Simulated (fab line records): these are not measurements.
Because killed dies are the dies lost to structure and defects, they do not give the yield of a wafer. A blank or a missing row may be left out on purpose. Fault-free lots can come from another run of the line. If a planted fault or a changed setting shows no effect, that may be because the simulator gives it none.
fab line records	flow sky130
[record] lots = 6	wafers = 18	lastDay = 50
route steps=708 shown POLY_GATE@229 LDD_N@237
lots that met no fault: from a run of the same line without faults
startH: hours from the record's opening day to when the first of the lot's shown wafers began	waitH: hours elapsed since this lot's preceding step	" as in the row above	L1.1+2: one row covering several wafers at once	- no value, or no start given	* or withheld: withheld	< > ~ a bound
route shown NAME@n: names a module that has steps shown in the file, with the first one's number in the route	usual: average and standard deviation across the fault-free wafers	same: alike in all rows	chamber/n: place in a boat	sites: each site's reading	_std_site: the values' standard deviation	_edge_site: inner sites' mean taken away from outer sites' mean	radiusMm: for every site, how far away it sits from the centre of the wafer	mask NAME#n: copy n	behind: the tool/chamber that last shaped the wafer	hold: why the lot went on hold/how many hours it stayed there/how the hold came to an end	device: transistor that didn't switch, given as n, p or np	end of line: tests run on the same wafers once the route is complete	a step with no rows: only its recipe	killed: not the wafer's yield, but the dies lost to structure and defects at the first sort	map: a wafer's dies, marking killed ones x, the rest . and places with no die _
set.NAME: the setting that was run; set.NAME@STEP: the one run at that earlier step	model.NAME: the simulator's own value behind a step, which no gauge read
lots at selected steps of the route; one table per step, one row per wafer
services: a tool's chamber out of use, with start hour (startH, from the record's first day; less than 0 if before it), hours out, and reason
[[steps]]
[step SKY_POLY_GATE_ETCH_15]
[recipe] chemistry = N2/H2	target = BARC	ionEnergyEv = 200	sourceW = 500	biasW = 100	pressureMtorr = 30	n2FlowSccm = 100	h2FlowSccm = 200	stopOn = SiO2	timeS = 118.5	targetDepthA = 1100
[usual] biasW = 100.01/0.29	drypumpMotorCurrentA = 5.7/0.38	oesProductAu = 0.716/0.0046	throttleValvePct = 13.213/0.0082
lot.wafer	tool	chamber	startH	waitH	biasW	drypumpMotorCurrentA	oesProductAu	rfHoursCounterH	throttleValvePct
L223.2	rieDiel-03	1	364.00	0.0	100.31	6.0	0.709	16	13.200
L223.4	"	3	"	"	99.79	5.5	0.717	11	13.217
L223.5	"	0	"	"	99.96	6.1	0.710	-	13.220
L238.2	rieDiel-03	0	512.18	0.0	99.44	6.1	0.715	52	13.199
L238.4	"	1	"	"	100.45	5.9	0.719	18	13.203
L238.6	"	3	"	"	100.07	5.5	0.720	-	13.218
L239.1	rieDiel-02	0	522.20	0.0	100.27	5.1	0.714	8	13.216
L239.2	"	2	"	"	100.07	5.6	0.707	86	13.207
L239.4	"	0	"	"	100.05	5.1	0.711	-	13.211
L243.2	rieDiel-03	1	548.18	0.0	99.58	6.0	0.711	19	13.216
L243.3	"	3	"	"	100.00	5.5	0.720	14	13.211
L243.6	"	3	"	"	100.10	5.5	0.708	-	13.205
L246.2	rieDiel-01	3	562.73	0.0	99.67	6.7	0.724	1	13.214
L246.4	"	1	"	"	99.74	5.7	0.718	30	13.203
L246.5	"	3	"	"	99.86	6.7	0.725	-	13.214
L245.2	rieDiel-03	0	569.90	0.0	99.87	6.1	0.711	54	13.216
L245.3	"	2	"	"	99.70	5.7	0.715	43	13.209
L245.4	"	3	"	"	100.21	5.5	0.716	15	13.225
[step SKY_POLY_GATE_ETCH_16]
[recipe] stopOn = poly-Si	chemistry = CH3F/O2	target = Si3N4	sourceW = 400	biasW = 80	pressureMtorr = 25	ch3fFlowSccm = 40	O2_flow_sccm = 30	timeS = 147.5	targetDepthA = 750
[usual] O2_flow_sccm = 29.99/0.1	biasW = 80.03/0.24	drypumpMotorCurrentA = 5.7/0.38	oesProductAu = 0.639/0.0054	throttleValvePct = 10.535/0.0092
lot.wafer	tool	chamber	startH	waitH	O2_flow_sccm	biasW	drypumpMotorCurrentA	oesProductAu	rfHoursCounterH	throttleValvePct
L223.2	rieDiel-03	1	364.08	0.0	30.08	79.96	5.9	0.634	16	10.543
L223.4	"	3	"	"	30.02	80.41	5.5	0.628	11	10.543
L223.5	"	0	"	"	29.96	80.11	6.0	0.645	-	10.525
L238.2	rieDiel-03	0	512.26	0.0	30.13	80.04	6.1	0.634	52	10.518
L238.4	"	1	"	"	30.01	79.92	5.9	0.639	18	10.523
L238.6	"	3	"	"	30.05	79.96	5.5	0.640	-	10.538
L239.1	rieDiel-02	0	522.29	0.0	30.10	80.20	5.1	0.637	8	10.526
L239.2	"	2	"	"	29.95	79.89	5.7	0.642	86	10.540
L239.4	"	0	"	"	30.02	79.57	5.1	0.633	-	10.547
L243.2	rieDiel-03	1	548.26	0.0	29.93	80.15	5.9	0.643	19	10.543
L243.3	"	3	"	"	30.03	79.95	5.5	0.638	15	10.536
L243.6	"	3	"	"	30.08	79.86	5.5	0.647	-	10.536
L246.2	rieDiel-01	3	562.81	0.0	30.10	80.04	6.7	0.636	1	10.532
L246.4	"	1	"	"	30.09	79.96	5.7	0.648	30	10.538
L246.5	"	3	"	"	29.92	79.90	6.7	0.648	-	10.552
L245.2	rieDiel-03	0	569.98	0.0	29.91	80.26	6.0	0.634	54	10.536
L245.3	"	2	"	"	29.92	79.79	5.7	0.633	43	10.536
L245.4	"	3	"	"	30.21	79.84	5.5	0.641	15	10.531
[step SKY_POLY_GATE_ETCH_17]
[recipe] targetDepthNm = 180	stopOn = SiO2	overEtchFrac = 0.56667	chemistry = HBr/Cl2	target = poly-Si	icpW = 400	biasW = 100	pressureMtorr = 10	HBr_flow_sccm = 150	Cl2_flow_sccm = 50	timeS = 70.5
[usual] biasW = 99.98/0.29	drypumpMotorCurrentA = 5.6/0.46	oesProductAu = 0.984/0.0069	throttleValvePct = 33.684/0.0093
lot.wafer	tool	chamber	startH	waitH	biasW	drypumpMotorCurrentA	oesProductAu	rfHoursCounterH	throttleValvePct
L223.2	rieSi-01	2	364.18	0.0	100.03	5.7	0.981	2	33.687
L223.4	"	0	"	"	99.78	5.4	0.991	4	33.663
L223.5	"	0	"	"	100.00	5.4	0.983	-	33.685
L238.2	rieSi-02	3	512.36	0.0	99.74	5.9	0.990	0	33.692
L238.4	"	1	"	"	100.34	5.6	0.984	0	33.700
L238.6	"	3	"	"	99.72	5.9	0.984	-	33.692
L239.1	rieSi-01	0	522.38	0.0	99.97	5.4	0.975	5	33.685
L239.2	"	3	"	"	100.16	5.2	0.977	7	33.674
L239.4	"	1	"	"	99.66	6.3	0.983	1	33.683
L243.2	rieSi-01	1	548.36	0.0	99.95	6.4	0.989	1	33.678
L243.3	"	2	"	"	100.39	5.7	0.984	4	33.676
L243.6	"	0	"	"	100.01	5.4	0.990	-	33.697
L246.2	rieSi-01	1	562.91	0.0	100.04	6.4	0.986	1	33.678
L246.4	"	2	"	"	100.07	5.7	0.972	4	33.679
L246.5	"	2	"	"	99.71	5.7	0.981	-	33.688
L245.2	rieSi-02	0	570.08	0.0	99.13	4.9	0.974	1	33.693
L245.3	"	2	"	"	100.34	6.1	0.991	5	33.667
L245.4	"	1	"	"	99.58	5.6	0.985	1	33.682
[step SKY_POLY_GATE_STRIP_18]
[recipe] chemistry = O2/N2	powerW = 1400	pressureMtorr = 1500	platenTempC = withheld	o2FlowSccm = 3000	n2FlowSccm = 300	overashFraction = 0.5
[usual] drypumpMotorCurrentA = 5.6/0.4	oesProductAu = 0.361/0.005	stripTimeToEndpointS = 3.17/0.044
lot.wafer	tool	chamber	startH	waitH	drypumpMotorCurrentA	oesProductAu	rfHoursCounterH	stripTimeToEndpointS
L223.2	plasmaAsher-03	0	364.23	0.0	6.0	0.366	66	3.18
L223.4	"	1	"	"	5.4	0.362	-	3.17
L223.5	"	1	"	"	5.4	0.359	-	3.16
L238.2	plasmaAsher-03	1	512.42	0.0	5.4	0.364	81	3.21
L238.4	"	1	"	"	5.4	0.350	-	3.23
L238.6	"	0	"	"	6.0	0.353	-	3.17
L239.1	plasmaAsher-04	0	522.44	0.0	6.2	0.370	8	3.17
L239.2	"	1	"	"	5.5	0.360	8	3.19
L239.4	"	0	"	"	6.2	0.355	-	3.19
L243.2	plasmaAsher-03	0	548.42	0.0	6.0	0.366	84	3.19
L243.3	"	1	"	"	5.4	0.363	-	3.12
L243.6	"	0	"	"	6.0	0.353	-	3.12
L246.2	plasmaAsher-04	1	562.97	0.0	5.5	0.365	12	3.20
L246.4	"	0	"	"	6.2	0.362	-	3.17
L246.5	"	1	"	"	5.5	0.367	-	3.19
L245.2	plasmaAsher-02	0	570.13	0.0	5.8	0.373	73	3.24
L245.3	"	1	"	"	4.8	0.363	-	3.15
L245.4	"	0	"	"	5.8	0.360	-	3.15
[step SKY_POLY_GATE_CLEAN_19]
[recipe] chemistry = SC1/SC2	mix = 1:4:20	tempC = 70	timeS = 150	dry = n2Spin
[step SKY_POLY_GATE_OXIDATION_20]
[recipe] tempC = 850	ambient = O2	stabiliseS = 600	purgeS = 300	targetThkA = 40	oxTimeS = 899
[step SKY_POLY_GATE_THK_MEAS_21]
[recipe] reads = SiO2_of_POLY_GATE_OXIDATION_20
[usual] POLY_GATE_OXIDATION_THK = 3.96/0.079
lot.wafer	tool	chamber	startH	waitH	POLY_GATE_OXIDATION_THK[nm]
L223.2	filmMetro-03	-	366.52	0.0	4.02
L223.4	"	-	"	"	4.12
L223.5	"	-	"	"	3.99
L238.2	filmMetro-02	-	515.05	0.0	3.94
L238.4	"	-	"	"	3.95
L238.6	"	-	"	"	3.96
L239.1	filmMetro-03	-	524.96	0.0	4.02
L239.2	"	-	"	"	3.96
L239.4	"	-	"	"	4.02
L243.2	filmMetro-02	-	552.15	0.0	3.90
L243.3	"	-	"	"	3.95
L243.6	"	-	"	"	3.90
L246.2	filmMetro-03	-	566.11	0.0	4.01
L246.4	"	-	"	"	4.00
L246.5	"	-	"	"	3.95
L245.2	filmMetro-03	-	572.22	0.0	3.85
L245.3	"	-	"	"	3.91
L245.4	"	-	"	"	3.88
[step SKY_POLY_GATE_CD_MEAS_22]
[usual] cdNm = 151/3.1
lot.wafer	tool	chamber	startH	waitH	cdNm
L223.2	cdSem-02	-	366.60	0.1	149
L223.4	"	-	"	"	151
L223.5	"	-	"	"	153
L238.2	cdSem-02	-	515.12	0.1	150
L238.4	"	-	"	"	155
L238.6	"	-	"	"	150
L239.1	cdSem-02	-	525.02	0.1	146
L239.2	"	-	"	"	146
L239.4	"	-	"	"	147
L243.2	cdSem-01	-	552.23	0.1	147
L243.3	"	-	"	"	151
L243.6	"	-	"	"	149
L246.2	cdSem-01	-	566.19	0.1	146
L246.4	"	-	"	"	154
L246.5	"	-	"	"	147
L245.2	cdSem-02	-	572.30	0.1	158
L245.3	"	-	"	"	152
L245.4	"	-	"	"	157
[step SKY_LDD_N_DEHYDRATE_00]
[recipe] tempC = 200	timeS = 60
[step SKY_LDD_N_HMDS_01]
[recipe] primeTimeS = 60	primeTempC = 120
[step SKY_LDD_N_COAT_02]
[recipe] resist = NOVOLAK	spinRpm = 3000	resistThkNm = 300
[step SKY_LDD_N_SOFTBAKE_03]
[recipe] tempC = 90	timeS = 60	resist = NOVOLAK
[step SKY_LDD_N_EXPOSE_04]
[recipe] maskId = NTM	targetCdNm = 840	na = 0.6	sourceShape = conventional	sigmaOuter = 0.6	doseMj = 110
[usual] exposureDoseMJCm2 = 110.01/0.1	focusOffsetNm = -0.1/0.48
lot.wafer	tool	chamber	startH	waitH	mask	exposureDoseMJCm2	focusOffsetNm
L223.2	ilineStepper-02	0	380.93	-	NTM#0	109.92	0.4
L223.4	"	0	"	"	NTM#0	109.99	-0.3
L223.5	"	0	"	"	NTM#0	109.74	-0.1
L238.2	ilineStepper-01	-	530.16	-	NTM#0	-	-
L238.4	"	-	"	"	NTM#0	-	-
L238.6	"	-	"	"	NTM#0	-	-
L239.1	ilineStepper-01	-	539.92	-	NTM#0	-	-
L239.2	"	-	"	"	NTM#0	-	-
L239.4	"	-	"	"	NTM#0	-	-
L243.2	ilineStepper-01	0	567.11	-	NTM#0	110.13	-0.3
L243.3	"	0	"	"	NTM#0	110.13	-0.2
L243.6	"	0	"	"	NTM#0	110.17	-0.9
L246.2	ilineStepper-01	0	580.99	-	NTM#0	109.98	-1.0
L246.4	"	0	"	"	NTM#0	110.07	-0.7
L246.5	"	0	"	"	NTM#0	109.93	-0.6
L245.2	ilineStepper-01	0	587.09	-	NTM#0	110.03	-0.6
L245.3	"	0	"	"	NTM#0	110.01	-0.2
L245.4	"	0	"	"	NTM#0	110.01	-0.3
[step SKY_LDD_N_PEB_05]
[recipe] tempC = withheld	timeS = *	resist = NOVOLAK
[[services]]
tool	chamber	startH	hours	kind
rieDiel-03	1	340.59	11.1	repair
rieDiel-01	2	373.82	6.8	repair
plasmaAsher-04	-	383.22	0.9	repair
rieDiel-01	-	387.39	2.8	pm
rieDiel-02	1	403.26	8.6	repair
rieSi-02	3	407.69	5.1	repair
rieSi-02	2	420.93	2.0	repair
plasmaAsher-04	-	421.25	9.0	pm
ilineStepper-01	-	424.88	1.7	pm
rieDiel-02	-	426.09	0.4	repair
rieDiel-01	1	440.18	2.7	repair
rieDiel-01	0	444.23	5.9	repair
rieDiel-03	3	454.74	2.6	repair
rieSi-02	-	458.53	1.7	repair
rieDiel-02	-	462.98	0.2	repair
rieSi-01	-	468.04	2.7	repair
rieDiel-02	-	480.47	2.8	pm
ilineStepper-01	-	482.66	18.8	repair
rieDiel-03	-	493.20	1.6	repair
plasmaAsher-03	-	496.51	2.9	repair
plasmaAsher-04	-	499.67	12.5	repair
rieDiel-02	3	505.04	4.8	repair
rieDiel-01	-	533.95	0.4	repair
rieSi-01	0	552.16	2.0	repair
[[key]]
[firstSign] step = SKY_LDD_N_EXPOSE_04	reading = toolRecord	direction = missing
effect none on later readings
metAt SKY_LDD_N_EXPOSE_04
struckWafers L238.2,L238.4,L238.6,L239.1,L239.2,L239.4
sortLeftOut L238.2,L238.4,L238.6,L239.1,L239.2,L239.4
testerLeftOut L238,L239
[fault] kind = skippedStepWhole	tool = ilineStepper-01	chamber = -	onsetH = 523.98	steps = SKY_LDD_N_EXPOSE_04	scope = struckLotsOnly
// testerLeftOut: of these lots the tester's yield and bins aren't shown, on N5 and GAA mostly nor the transistor test; their killed dies are dies lost to structure and defects alone, not to doping, threshold or leakage, so they don't give the yield
// sortLeftOut: the simulated sort isn't trusted on such a fault, so these wafers' sort isn't shown, and their yield isn't known
